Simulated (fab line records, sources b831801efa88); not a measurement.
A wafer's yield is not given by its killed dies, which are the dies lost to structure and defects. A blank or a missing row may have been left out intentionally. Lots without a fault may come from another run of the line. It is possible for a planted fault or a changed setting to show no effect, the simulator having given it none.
fab line records | flow sky130 | part 1 of 2: steps 1 to 23 of 31
record lots=5 | wafers=15 | lastDay=50
route steps=708 shown CONTACT@425 METAL1@434
lots that met no fault: taken from a fault-free run of the same line
startH: start of the lot's first displayed wafer, in hours after the record's first day | waitH: hours since the lot's step before | " as in the row above | L1.1+2: one row covering several wafers at once | - no value, or no start was given | * or withheld: withheld | < > ~ a bound
route shown NAME@n: names a module that has steps shown in the file, with the first one's number in the route | usual: mean and standard deviation over wafers with no fault | same: alike in all rows | chamber/n: place in a boat | sites: readings site by site | _std_site: the standard deviation of these | _edge_site: the outer-site mean with the inner-site mean subtracted | radiusMm: how far each site lies from the wafer's centre | mask NAME#n: copy n | behind: the most recent tool/chamber to have shaped the wafer | hold: the reason the lot was held/the length of the hold in hours/how it ended | device: the n, p or np transistor that did not switch | end of line: at the end of the route, the tests of the same wafers | step lacking rows: just its recipe | killed: at the first sort, the dies lost to defects and structure; wafer yield is something else | map: per-die view of a wafer (x killed, . not killed, _ where there is no die)
set.NAME: the setting that was run; set.NAME@STEP: the one run at that earlier step | model.NAME: the simulator's own value behind a step, which no gauge read
lots at selected steps of the route; one table per step, one row per wafer
services: the hour from which a tool's chamber was out of use, counted from the record's first day as startH (under 0 if before that day), plus the number of hours and why
## steps
# step SKY_CONTACT_STRIP_19
# recipe chemistry=O2/N2 | powerW=1400 | pressureMtorr=1500 | platenTempC=withheld | o2FlowSccm=3000 | n2FlowSccm=300 | overashFraction=0.5
# usual drypumpMotorCurrentA=5.9/0.6 | o2FlowSccm=3000/8.8 | oesProductAu=0.381/0.0049 | stripTimeToEndpointS=3.62/0.051
lot.wafer | tool           | chamber | startH | waitH | drypumpMotorCurrentA | o2FlowSccm | oesProductAu | rfHoursCounterH | stripTimeToEndpointS
L075.1    | plasmaAsher-02 | 0       | 753.99 | -     | 5.0                  | 3009       | 0.390        | 92              | 3.76
L075.4    | "              | 1       | "      | "     | 6.1                  | 3011       | 0.376        | -               | 3.65
L075.5    | "              | 0       | "      | "     | 5.0                  | 3012       | 0.397        | -               | 3.74
L087.1    | plasmaAsher-02 | 0       | 845.89 | -     | 5.0                  | 3000       | 0.380        | 102             | 3.63
L087.5    | "              | 0       | "      | "     | 5.0                  | 2975       | 0.378        | -               | 3.50
L087.6    | "              | 1       | "      | "     | 6.1                  | 3007       | 0.380        | -               | 3.58
L090.3    | plasmaAsher-04 | 1       | 862.90 | -     | 5.8                  | 3016       | 0.377        | -               | 3.60
L090.4    | "              | 0       | "      | "     | 6.6                  | 2987       | 0.380        | -               | 3.67
L090.5    | "              | 0       | "      | "     | 6.6                  | 3000       | 0.378        | -               | 3.64
L091.2    | plasmaAsher-02 | 1       | 874.29 | -     | 6.1                  | 3006       | 0.370        | 105             | 3.59
L091.4    | "              | 0       | "      | "     | 5.0                  | 3010       | 0.375        | -               | 3.58
L091.5    | "              | 0       | "      | "     | 5.0                  | 3011       | 0.384        | -               | 3.61
L095.2    | plasmaAsher-04 | 1       | 895.26 | -     | 5.8                  | 3001       | 0.383        | 15              | 3.70
L095.5    | "              | 0       | "      | "     | 6.7                  | 3008       | 0.379        | -               | 3.56
L095.6    | "              | 1       | "      | "     | 5.8                  | 3010       | 0.377        | -               | 3.60
# step SKY_CONTACT_STRIP_20
# recipe chemistry=postEtchResidueRemover | timeS=1200 | tempC=72.5
# usual bathGuardTempC=72.6/0.46
lot.wafer | tool        | chamber | startH | waitH | bathGuardTempC
L075.1    | wetBench-01 | 0       | 754.09 | 0.1   | 72.9
L075.4    | "           | 0       | "      | "     | 72.8
L075.5    | "           | 0       | "      | "     | 72.9
L087.1    | wetBench-03 | 0       | 845.99 | 0.1   | 72.9
L087.5    | "           | 0       | "      | "     | 73.1
L087.6    | "           | 0       | "      | "     | 72.8
L090.3    | wetBench-03 | 1       | 862.96 | 0.0   | 72.2
L090.4    | "           | 1       | "      | "     | 72.2
L090.5    | "           | 1       | "      | "     | 72.3
L091.2    | wetBench-04 | 1       | 874.39 | 0.1   | 72.9
L091.4    | "           | 1       | "      | "     | 73.1
L091.5    | "           | 1       | "      | "     | 72.7
L095.2    | wetBench-04 | 2       | 895.36 | 0.1   | 73.5
L095.5    | "           | 2       | "      | "     | 73.3
L095.6    | "           | 2       | "      | "     | 73.2
# step SKY_CONTACT_CLEAN_21
# recipe chemistry=IPA | timeS=180 | tempC=25
lot.wafer  | tool        | chamber | startH | waitH
L075.1+4+5 | wetBench-04 | 1       | 754.46 | 0.0
L087.1+5+6 | wetBench-01 | 1       | 846.33 | 0.0
L090.3+4+5 | wetBench-03 | 1       | 863.34 | 0.0
L091.2+4+5 | wetBench-01 | 2       | 875.07 | 0.0
L095.2+5+6 | wetBench-03 | 1       | 895.70 | 0.0
# step SKY_CONTACT_CLEAN_22
# recipe chemistry=O3/DIW | dry=n2Spin
lot.wafer  | tool        | chamber | startH | waitH
L075.1+4+5 | wetBench-03 | 3       | 754.53 | 0.0
L087.1+5+6 | wetBench-01 | 1       | 846.39 | 0.0
L090.3+4+5 | wetBench-03 | 0       | 863.40 | 0.0
L091.2+4+5 | wetBench-04 | 1       | 875.13 | 0.0
L095.2+5+6 | wetBench-01 | 0       | 895.76 | 0.0
# step SKY_CONTACT_SPUTTER_23
# recipe material=TiN | targetThkNm=20 | chamberPressurePa=5 | powerW=4000 | timeS=80
# usual chamberPressurePa=5.001/0.011 | throttleValvePct=30.1/0.92
lot.wafer | tool          | chamber | startH | waitH | chamberPressurePa | throttleValvePct
L075.1    | pvdSputter-03 | -       | 754.63 | 0.0   | 4.995             | 29.0
L075.4    | "             | -       | "      | "     | 5.016             | 29.3
L075.5    | "             | -       | "      | "     | 4.995             | 29.8
L087.1    | pvdSputter-04 | -       | 846.48 | 0.0   | 5.003             | 31.2
L087.5    | "             | -       | "      | "     | 5.000             | 31.1
L087.6    | "             | -       | "      | "     | 4.984             | 30.8
L090.3    | pvdSputter-04 | -       | 863.50 | 0.0   | 5.001             | 29.6
L090.4    | "             | -       | "      | "     | 4.996             | 31.1
L090.5    | "             | -       | "      | "     | 5.013             | 31.1
L091.2    | pvdSputter-03 | -       | 875.32 | 0.0   | 5.008             | 29.0
L091.4    | "             | -       | "      | "     | 4.979             | 29.3
L091.5    | "             | -       | "      | "     | 5.006             | 29.3
L095.2    | pvdSputter-04 | -       | 895.86 | 0.0   | 4.997             | 31.0
L095.5    | "             | -       | "      | "     | 4.993             | 29.7
L095.6    | "             | -       | "      | "     | 5.002             | 30.2
# step SKY_CONTACT_CVD_24
# recipe material=W | targetThkNm=340 | timeS=102.12 | tempC=400 | pressureTorr=40
# usual heaterPowerW=913/25 | susceptorTempC=400.02/0.23
lot.wafer | tool    | chamber | startH | waitH | heaterPowerW | susceptorTempC
L075.1    | cvdW-01 | 1       | 754.69 | 0.0   | 865          | 400.11
L075.4    | "       | 1       | "      | "     | 871          | 400.45
L075.5    | "       | 0       | "      | "     | 911          | 399.86
L087.1    | cvdW-01 | 0       | 846.54 | 0.0   | 940          | 400.07
L087.5    | "       | 1       | "      | "     | 881          | 399.85
L087.6    | "       | 0       | "      | "     | 906          | 400.21
L090.3    | cvdW-02 | 0       | 863.60 | 0.1   | 902          | 399.98
L090.4    | "       | 1       | "      | "     | 924          | 400.17
L090.5    | "       | 1       | "      | "     | 949          | 399.84
L091.2    | cvdW-02 | 1       | 875.38 | 0.0   | 916          | 400.19
L091.4    | "       | 1       | "      | "     | 921          | 400.22
L091.5    | "       | 1       | "      | "     | 922          | 400.24
L095.2    | cvdW-02 | 0       | 895.92 | 0.0   | 900          | 400.55
L095.5    | "       | 1       | "      | "     | 935          | 400.10
L095.6    | "       | 0       | "      | "     | 894          | 400.60
# step SKY_CONTACT_RS_MEAS_25
# recipe thkMeasGauge=four-point-probe | reads=W_of_CONTACT_CVD_24+TiN_of_CONTACT_SPUTTER_23
# usual CONTACT_W_RS=0.337/0.0036
lot.wafer | tool         | chamber | startH | waitH | CONTACT_W_RS[ohm/sq]
L075.1    | filmMetro-02 | -       | 754.80 | 0.1   | 0.339
L075.4    | "            | -       | "      | "     | 0.342
L075.5    | "            | -       | "      | "     | 0.332
L087.1    | filmMetro-04 | -       | 846.65 | 0.1   | 0.336
L087.5    | "            | -       | "      | "     | 0.338
L087.6    | "            | -       | "      | "     | 0.332
L090.3    | filmMetro-01 | -       | 863.71 | 0.1   | 0.336
L090.4    | "            | -       | "      | "     | 0.332
L090.5    | "            | -       | "      | "     | 0.332
L091.2    | filmMetro-02 | -       | 875.51 | 0.1   | 0.337
L091.4    | "            | -       | "      | "     | 0.334
L091.5    | "            | -       | "      | "     | 0.331
L095.2    | filmMetro-01 | -       | 896.05 | 0.1   | 0.340
L095.5    | "            | -       | "      | "     | 0.337
L095.6    | "            | -       | "      | "     | 0.339
# step SKY_CONTACT_THK_MEAS_26
# recipe thkMeasGauge=xrf | reads=W_of_CONTACT_CVD_24
# usual CONTACT_W_THK=342/6.6
lot.wafer | tool         | chamber | startH | waitH | CONTACT_W_THK[nm]
L075.1    | filmMetro-02 | -       | 754.92 | 0.1   | 341
L075.4    | "            | -       | "      | "     | 336
L075.5    | "            | -       | "      | "     | 349
L087.1    | filmMetro-04 | -       | 846.77 | 0.1   | 344
L087.5    | "            | -       | "      | "     | 344
L087.6    | "            | -       | "      | "     | 347
L090.3    | filmMetro-01 | -       | 863.81 | 0.1   | 353
L090.4    | "            | -       | "      | "     | 353
L090.5    | "            | -       | "      | "     | 355
L091.2    | filmMetro-02 | -       | 875.62 | 0.1   | 334
L091.4    | "            | -       | "      | "     | 338
L091.5    | "            | -       | "      | "     | 340
L095.2    | filmMetro-01 | -       | 896.16 | 0.1   | 345
L095.5    | "            | -       | "      | "     | 353
L095.6    | "            | -       | "      | "     | 348
# step SKY_CONTACT_CMP_27
# recipe stopOn=SiO2 | tOverpolishS=15 | downForcePsi=3.5 | platenRpm=60 | targetThkNm=0 | padVelocityMS=0.94248
# usual motorCurrentA=11.3/1.3 | overpolishRunS=15.000/0.009 | timeToEndpointS=81/4.2
lot.wafer | tool   | chamber | startH | waitH | motorCurrentA | overpolishRunS | timeToEndpointS
L075.4    | cmp-01 | 0       | 754.98 | 0.0   | 12.2          | 14.996         | 88
L075.1    | "      | 2       | "      | "     | 13.1          | 15.009         | 85
L075.5    | "      | 1       | "      | "     | 11.4          | 14.999         | 89
L087.1    | cmp-02 | 1       | 846.93 | 0.1   | 11.2          | 15.003         | 90
L087.5    | "      | 3       | "      | "     | 9.7           | 14.996         | 80
L087.6    | "      | 0       | "      | "     | 12.3          | 14.996         | 84
L090.4    | cmp-02 | 1       | 863.90 | 0.1   | 11.4          | 15.003         | 88
L090.3    | "      | 3       | "      | "     | 9.8           | 14.996         | 80
L090.5    | "      | 0       | "      | "     | 12.8          | 15.002         | 82
L091.4    | cmp-01 | 2       | 875.67 | 0.0   | 13.3          | 14.998         | 77
L091.2    | "      | 3       | "      | "     | 10.5          | 15.011         | 84
L091.5    | "      | 3       | "      | "     | 10.9          | 14.998         | 86
L095.2    | cmp-01 | 3       | 896.31 | 0.1   | 11.3          | 15.008         | 83
L095.5    | "      | 1       | "      | "     | 10.4          | 14.993         | 82
L095.6    | "      | 2       | "      | "     | 12.5          | 14.991         | 75
# step SKY_METAL1_SPUTTER_00
# recipe material=Ti | targetThkNm=15 | powerW=3000 | timeS=10 | chamberPressurePa=0.4
# usual chamberPressurePa=0.4002/0.00083 | throttleValvePct=29.7/0.86
lot.wafer | tool          | chamber | startH | waitH | chamberPressurePa | throttleValvePct
L075.1    | pvdSputter-02 | -       | 755.28 | 0.1   | 0.4006            | 28.5
L075.4    | "             | -       | "      | "     | 0.4004            | 31.5
L075.5    | "             | -       | "      | "     | 0.4000            | 30.3
L087.1    | pvdSputter-01 | -       | 847.13 | 0.1   | 0.3998            | 30.0
L087.5    | "             | -       | "      | "     | 0.4009            | 30.0
L087.6    | "             | -       | "      | "     | 0.3986            | 28.8
L090.3    | pvdSputter-03 | -       | 864.15 | 0.1   | 0.3996            | 29.7
L090.4    | "             | -       | "      | "     | 0.4003            | 29.0
L090.5    | "             | -       | "      | "     | 0.4004            | 29.6
L091.2    | pvdSputter-02 | -       | 875.97 | 0.2   | 0.4012            | 31.1
L091.4    | "             | -       | "      | "     | 0.4008            | 31.3
L091.5    | "             | -       | "      | "     | 0.4002            | 30.4
L095.2    | pvdSputter-03 | -       | 896.51 | 0.1   | 0.4007            | 29.1
L095.5    | "             | -       | "      | "     | 0.3997            | 29.1
L095.6    | "             | -       | "      | "     | 0.3999            | 29.2
# step SKY_METAL1_SPUTTER_01
# recipe material=TiN | targetThkNm=20 | powerW=6500 | timeS=16.7 | chamberPressurePa=0.4
# usual chamberPressurePa=0.4000/0.00086 | throttleValvePct=29.7/0.86
lot.wafer | tool          | chamber | startH | waitH | chamberPressurePa | throttleValvePct
L075.1    | pvdSputter-02 | -       | 755.30 | 0.0   | 0.3996            | 28.4
L075.4    | "             | -       | "      | "     | 0.3990            | 31.6
L075.5    | "             | -       | "      | "     | 0.3997            | 30.1
L087.1    | pvdSputter-01 | -       | 847.16 | 0.0   | 0.3997            | 30.0
L087.5    | "             | -       | "      | "     | 0.4012            | 30.2
L087.6    | "             | -       | "      | "     | 0.3998            | 28.4
L090.3    | pvdSputter-03 | -       | 864.17 | 0.0   | 0.3996            | 29.6
L090.4    | "             | -       | "      | "     | 0.3997            | 29.2
L090.5    | "             | -       | "      | "     | 0.4012            | 29.1
L091.2    | pvdSputter-02 | -       | 875.99 | 0.0   | 0.3985            | 31.5
L091.4    | "             | -       | "      | "     | 0.3989            | 31.6
L091.5    | "             | -       | "      | "     | 0.3995            | 30.5
L095.2    | pvdSputter-03 | -       | 896.54 | 0.0   | 0.4001            | 29.0
L095.5    | "             | -       | "      | "     | 0.3992            | 29.0
L095.6    | "             | -       | "      | "     | 0.3988            | 28.9
# step SKY_METAL1_SPUTTER_02
# recipe material=AlCu | targetThkNm=250 | powerW=10600 | timeS=13.3 | chamberPressurePa=0.4
# usual chamberPressurePa=0.4000/0.00081 | throttleValvePct=29.7/0.89
lot.wafer | tool          | chamber | startH | waitH | chamberPressurePa | throttleValvePct
L075.1    | pvdSputter-02 | -       | 755.33 | 0.0   | 0.4006            | 28.5
L075.4    | "             | -       | "      | "     | 0.4003            | 31.3
L075.5    | "             | -       | "      | "     | 0.4011            | 30.1
L087.1    | pvdSputter-01 | -       | 847.18 | 0.0   | 0.4013            | 30.3
L087.5    | "             | -       | "      | "     | 0.3999            | 30.0
L087.6    | "             | -       | "      | "     | 0.4005            | 28.4
L090.3    | pvdSputter-03 | -       | 864.20 | 0.0   | 0.3990            | 29.5
L090.4    | "             | -       | "      | "     | 0.4012            | 29.1
L090.5    | "             | -       | "      | "     | 0.3998            | 29.3
L091.2    | pvdSputter-02 | -       | 876.02 | 0.0   | 0.4007            | 31.6
L091.4    | "             | -       | "      | "     | 0.3996            | 31.4
L091.5    | "             | -       | "      | "     | 0.3995            | 30.1
L095.2    | pvdSputter-03 | -       | 896.56 | 0.0   | 0.4001            | 29.2
L095.5    | "             | -       | "      | "     | 0.3998            | 28.7
L095.6    | "             | -       | "      | "     | 0.4006            | 29.0
# step SKY_METAL1_SPUTTER_03
# recipe material=Ti | targetThkNm=5 | powerW=3000 | timeS=3.3 | chamberPressurePa=0.4
# usual chamberPressurePa=0.4001/0.00078 | throttleValvePct=29.7/0.87
lot.wafer | tool          | chamber | startH | waitH | chamberPressurePa | throttleValvePct
L075.1    | pvdSputter-02 | -       | 755.35 | 0.0   | 0.4007            | 28.6
L075.4    | "             | -       | "      | "     | 0.3996            | 31.4
L075.5    | "             | -       | "      | "     | 0.4006            | 30.2
L087.1    | pvdSputter-01 | -       | 847.21 | 0.0   | 0.3999            | 30.2
L087.5    | "             | -       | "      | "     | 0.3987            | 30.1
L087.6    | "             | -       | "      | "     | 0.4007            | 28.7
L090.3    | pvdSputter-03 | -       | 864.22 | 0.0   | 0.3992            | 29.7
L090.4    | "             | -       | "      | "     | 0.4008            | 29.2
L090.5    | "             | -       | "      | "     | 0.3999            | 29.1
L091.2    | pvdSputter-02 | -       | 876.04 | 0.0   | 0.4001            | 31.6
L091.4    | "             | -       | "      | "     | 0.4001            | 31.4
L091.5    | "             | -       | "      | "     | 0.4009            | 30.1
L095.2    | pvdSputter-03 | -       | 896.59 | 0.0   | 0.3997            | 29.1
L095.5    | "             | -       | "      | "     | 0.4001            | 29.1
L095.6    | "             | -       | "      | "     | 0.3997            | 29.0
# step SKY_METAL1_SPUTTER_04
# recipe material=TiN | targetThkNm=70 | powerW=6500 | timeS=58.3 | chamberPressurePa=0.4
# usual chamberPressurePa=0.4000/0.00085 | throttleValvePct=29.7/0.87
lot.wafer | tool          | chamber | startH | waitH | chamberPressurePa | throttleValvePct
L075.1    | pvdSputter-02 | -       | 755.37 | 0.0   | 0.3998            | 28.1
L075.4    | "             | -       | "      | "     | 0.3991            | 31.1
L075.5    | "             | -       | "      | "     | 0.4002            | 30.0
L087.1    | pvdSputter-01 | -       | 847.23 | 0.0   | 0.4011            | 30.0
L087.5    | "             | -       | "      | "     | 0.3996            | 30.3
L087.6    | "             | -       | "      | "     | 0.3985            | 28.7
L090.3    | pvdSputter-03 | -       | 864.24 | 0.0   | 0.4014            | 29.8
L090.4    | "             | -       | "      | "     | 0.4008            | 28.9
L090.5    | "             | -       | "      | "     | 0.3974            | 29.0
L091.2    | pvdSputter-02 | -       | 876.06 | 0.0   | 0.3994            | 31.5
L091.4    | "             | -       | "      | "     | 0.3998            | 31.4
L091.5    | "             | -       | "      | "     | 0.3994            | 30.2
L095.2    | pvdSputter-03 | -       | 896.61 | 0.0   | 0.4002            | 29.4
L095.5    | "             | -       | "      | "     | 0.4013            | 29.0
L095.6    | "             | -       | "      | "     | 0.3986            | 29.4
# step SKY_METAL1_RS_MEAS_05
# recipe thkMeasGauge=four-point-probe | reads=TiN_of_METAL1_SPUTTER_04+Ti_of_METAL1_SPUTTER_03+AlCu_of_METAL1_SPUTTER_02+TiN_of_METAL1_SPUTTER_01+Ti_of_METAL1_SPUTTER_00
# usual METAL1_ALCU_RS=0.1265/0.0014
lot.wafer | tool         | chamber | startH | waitH | METAL1_ALCU_RS[ohm/sq]
L075.1    | filmMetro-04 | -       | 755.42 | 0.0   | 0.1280
L075.4    | "            | -       | "      | "     | 0.1248
L075.5    | "            | -       | "      | "     | 0.1255
L087.1    | filmMetro-02 | -       | 847.27 | 0.0   | 0.1261
L087.5    | "            | -       | "      | "     | 0.1245
L087.6    | "            | -       | "      | "     | 0.1248
L090.3    | filmMetro-02 | -       | 864.33 | 0.1   | 0.1282
L090.4    | "            | -       | "      | "     | 0.1283
L090.5    | "            | -       | "      | "     | 0.1258
L091.2    | filmMetro-04 | -       | 876.13 | 0.0   | 0.1254
L091.4    | "            | -       | "      | "     | 0.1271
L091.5    | "            | -       | "      | "     | 0.1262
L095.2    | filmMetro-04 | -       | 896.67 | 0.0   | 0.1259
L095.5    | "            | -       | "      | "     | 0.1284
L095.6    | "            | -       | "      | "     | 0.1264
# step SKY_METAL1_THK_MEAS_06
# recipe thkMeasGauge=xrf | reads=AlCu_of_METAL1_SPUTTER_02
# usual METAL1_ALCU_THK=254/3.1
lot.wafer | tool         | chamber | startH | waitH | METAL1_ALCU_THK[nm]
L075.1    | filmMetro-04 | -       | 755.54 | 0.1   | 251
L075.4    | "            | -       | "      | "     | 256
L075.5    | "            | -       | "      | "     | 254
L087.1    | filmMetro-02 | -       | 847.39 | 0.1   | 255
L087.5    | "            | -       | "      | "     | 257
L087.6    | "            | -       | "      | "     | 256
L090.3    | filmMetro-02 | -       | 864.43 | 0.1   | 251
L090.4    | "            | -       | "      | "     | 252
L090.5    | "            | -       | "      | "     | 255
L091.2    | filmMetro-04 | -       | 876.24 | 0.1   | 254
L091.4    | "            | -       | "      | "     | 251
L091.5    | "            | -       | "      | "     | 252
L095.2    | filmMetro-04 | -       | 896.78 | 0.1   | 255
L095.5    | "            | -       | "      | "     | 249
L095.6    | "            | -       | "      | "     | 254
# step SKY_METAL1_DEHYDRATE_07
# recipe tempC=200 | timeS=60
# usual exhaustPa=45.2/0.8
lot.wafer | tool          | chamber | startH | waitH | exhaustPa
L075.1    | lithoTrack-02 | 0       | 769.20 | 13.7  | 45.8
L075.4    | "             | 0       | "      | "     | 45.8
L075.5    | "             | 0       | "      | "     | 45.5
L087.1    | lithoTrack-04 | 0       | 860.02 | 12.6  | 44.9
L087.5    | "             | 0       | "      | "     | 44.7
L087.6    | "             | 0       | "      | "     | 45.8
L090.3    | lithoTrack-02 | 0       | 877.35 | 12.9  | 45.9
L090.4    | "             | 0       | "      | "     | 45.6
L090.5    | "             | 0       | "      | "     | 46.9
L091.2    | lithoTrack-02 | 0       | 888.23 | 12.0  | 43.3
L091.4    | "             | 0       | "      | "     | 44.0
L091.5    | "             | 0       | "      | "     | 45.0
L095.2    | lithoTrack-03 | 0       | 909.05 | 12.3  | 44.8
L095.5    | "             | 0       | "      | "     | 44.4
L095.6    | "             | 0       | "      | "     | 44.3
# step SKY_METAL1_HMDS_08
# recipe primeTimeS=60 | primeTempC=120
# usual exhaustPa=44.9/0.98
# same primeTimeS=60
lot.wafer | tool          | chamber | startH | waitH | exhaustPa
L075.1    | lithoTrack-02 | 0       | 769.35 | 0.1   | 45.1
L075.4    | "             | 0       | "      | "     | 44.3
L075.5    | "             | 0       | "      | "     | 44.3
L087.1    | lithoTrack-04 | 0       | 860.17 | 0.1   | 44.1
L087.5    | "             | 0       | "      | "     | 44.0
L087.6    | "             | 0       | "      | "     | 45.7
L090.3    | lithoTrack-02 | 0       | 877.50 | 0.1   | 44.3
L090.4    | "             | 0       | "      | "     | 45.6
L090.5    | "             | 0       | "      | "     | 46.0
L091.2    | lithoTrack-02 | 0       | 888.38 | 0.1   | 44.3
L091.4    | "             | 0       | "      | "     | 46.1
L091.5    | "             | 0       | "      | "     | 45.8
L095.2    | lithoTrack-03 | 0       | 909.20 | 0.1   | 44.4
L095.5    | "             | 0       | "      | "     | 43.6
L095.6    | "             | 0       | "      | "     | 45.2
# step SKY_METAL1_COAT_09
# recipe resist=BARC | tempC=withheld | timeS=withheld | spinRpm=3000 | resistThkNm=60
# usual dispensePressureKPa=52.0/1.3 | exhaustPa=45.1/0.86
lot.wafer | tool          | chamber | startH | waitH | dispensePressureKPa | exhaustPa
L075.1    | lithoTrack-02 | 0       | 769.50 | 0.1   | 53.0                | 46.7
L075.4    | "             | 0       | "      | "     | 53.0                | 46.8
L075.5    | "             | 0       | "      | "     | 53.1                | 45.3
L087.1    | lithoTrack-04 | 0       | 860.32 | 0.1   | 52.0                | 45.1
L087.5    | "             | 0       | "      | "     | 52.0                | 45.5
L087.6    | "             | 0       | "      | "     | 52.0                | 44.6
L090.3    | lithoTrack-02 | 0       | 877.65 | 0.1   | 53.0                | 45.2
L090.4    | "             | 0       | "      | "     | 53.0                | 45.7
L090.5    | "             | 0       | "      | "     | 53.0                | 45.3
L091.2    | lithoTrack-02 | 0       | 888.53 | 0.1   | 53.0                | 45.0
L091.4    | "             | 0       | "      | "     | 53.0                | 45.6
L091.5    | "             | 0       | "      | "     | 53.0                | 46.8
L095.2    | lithoTrack-03 | 0       | 909.35 | 0.1   | 49.2                | 44.3
L095.5    | "             | 0       | "      | "     | 49.2                | 46.2
L095.6    | "             | 0       | "      | "     | 49.3                | 44.8
# step SKY_METAL1_COAT_10
# recipe resist=KrF-thick | spinRpm=3000 | resistThkNm=450
# usual dispensePressureKPa=52.0/1.3 | exhaustPa=44.9/0.83
lot.wafer | tool          | chamber | startH | waitH | dispensePressureKPa | exhaustPa
L075.1    | lithoTrack-02 | 0       | -      | -     | 53.0                | 45.0
L075.4    | "             | 0       | "      | "     | 53.0                | 44.7
L075.5    | "             | 0       | "      | "     | 53.0                | 46.5
L087.1    | lithoTrack-04 | 0       | -      | -     | 52.0                | 45.2
L087.5    | "             | 0       | "      | "     | 52.0                | 44.4
L087.6    | "             | 0       | "      | "     | 52.0                | 44.6
L090.3    | lithoTrack-02 | 0       | -      | -     | 53.0                | 46.9
L090.4    | "             | 0       | "      | "     | 53.0                | 44.8
L090.5    | "             | 0       | "      | "     | 53.0                | 45.1
L091.2    | lithoTrack-02 | 0       | -      | -     | 53.0                | 44.8
L091.4    | "             | 0       | "      | "     | 53.0                | 45.2
L091.5    | "             | 0       | "      | "     | 53.0                | 43.5
L095.2    | lithoTrack-03 | 0       | -      | -     | 49.2                | 45.0
L095.5    | "             | 0       | "      | "     | 49.2                | 46.2
L095.6    | "             | 0       | "      | "     | 49.2                | 45.6
# step SKY_METAL1_SOFTBAKE_11
# recipe tempC=100 | timeS=90 | resist=KrF-thick
# usual exhaustPa=45.0/0.86
lot.wafer | tool          | chamber | startH | waitH | exhaustPa
L075.1    | lithoTrack-02 | 0       | -      | -     | 45.0
L075.4    | "             | 0       | "      | "     | 45.4
L075.5    | "             | 0       | "      | "     | 46.3
L087.1    | lithoTrack-04 | 0       | -      | -     | 45.4
L087.5    | "             | 0       | "      | "     | 44.5
L087.6    | "             | 0       | "      | "     | 44.2
L090.3    | lithoTrack-02 | 0       | -      | -     | 45.8
L090.4    | "             | 0       | "      | "     | 45.1
L090.5    | "             | 0       | "      | "     | 45.8
L091.2    | lithoTrack-02 | 0       | -      | -     | 45.6
L091.4    | "             | 0       | "      | "     | 44.9
L091.5    | "             | 0       | "      | "     | 45.2
L095.2    | lithoTrack-03 | 0       | -      | -     | 46.7
L095.5    | "             | 0       | "      | "     | 44.4
L095.6    | "             | 0       | "      | "     | 45.3
# step SKY_METAL1_EXPOSE_12
# recipe maskId=MM1 | na=0.8 | sourceShape=annular | sigmaInner=0.55 | sigmaOuter=0.85 | targetCdNm=140 | doseMj=28
# usual focusOffsetNm=0.2/0.55
lot.wafer | tool          | chamber | startH | waitH | mask  | focusOffsetNm
L075.1    | krfScanner-01 | 0       | -      | -     | MM1#0 | 0.1
L075.4    | "             | 0       | "      | "     | MM1#0 | -0.8
L075.5    | "             | 0       | "      | "     | MM1#0 | -0.6
L087.1    | krfScanner-02 | 0       | -      | -     | MM1#0 | -0.4
L087.5    | "             | 0       | "      | "     | MM1#0 | -0.9
L087.6    | "             | 0       | "      | "     | MM1#0 | -0.4
L090.3    | krfScanner-02 | 0       | -      | -     | MM1#0 | -0.3
L090.4    | "             | 0       | "      | "     | MM1#0 | 0.2
L090.5    | "             | 0       | "      | "     | MM1#0 | -0.3
L091.2    | krfScanner-02 | 0       | -      | -     | MM1#0 | -0.1
L091.4    | "             | 0       | "      | "     | MM1#0 | 0.0
L091.5    | "             | 0       | "      | "     | MM1#0 | 0.4
L095.2    | krfScanner-01 | 0       | -      | -     | MM1#0 | 0.6
L095.5    | "             | 0       | "      | "     | MM1#0 | 0.4
L095.6    | "             | 0       | "      | "     | MM1#0 | -0.6
# step SKY_METAL1_PEB_13
# recipe pebTempC=withheld | pebTimeS=withheld | resist=KrF-thick
# usual exhaustPa=44.8/0.85
lot.wafer | tool          | chamber | startH | waitH | exhaustPa
L075.1    | lithoTrack-03 | 0       | -      | -     | 43.8
L075.4    | "             | 0       | "      | "     | 45.3
L075.5    | "             | 0       | "      | "     | 43.9
L087.1    | lithoTrack-02 | 0       | -      | -     | 45.0
L087.5    | "             | 0       | "      | "     | 43.9
L087.6    | "             | 0       | "      | "     | 44.5
L090.3    | lithoTrack-03 | 0       | -      | -     | 44.9
L090.4    | "             | 0       | "      | "     | 46.0
L090.5    | "             | 0       | "      | "     | 45.8
L091.2    | lithoTrack-04 | 0       | -      | -     | 42.9
L091.4    | "             | 0       | "      | "     | 43.0
L091.5    | "             | 0       | "      | "     | 43.7
L095.2    | lithoTrack-04 | 0       | -      | -     | 45.3
L095.5    | "             | 0       | "      | "     | 45.2
L095.6    | "             | 0       | "      | "     | 44.9
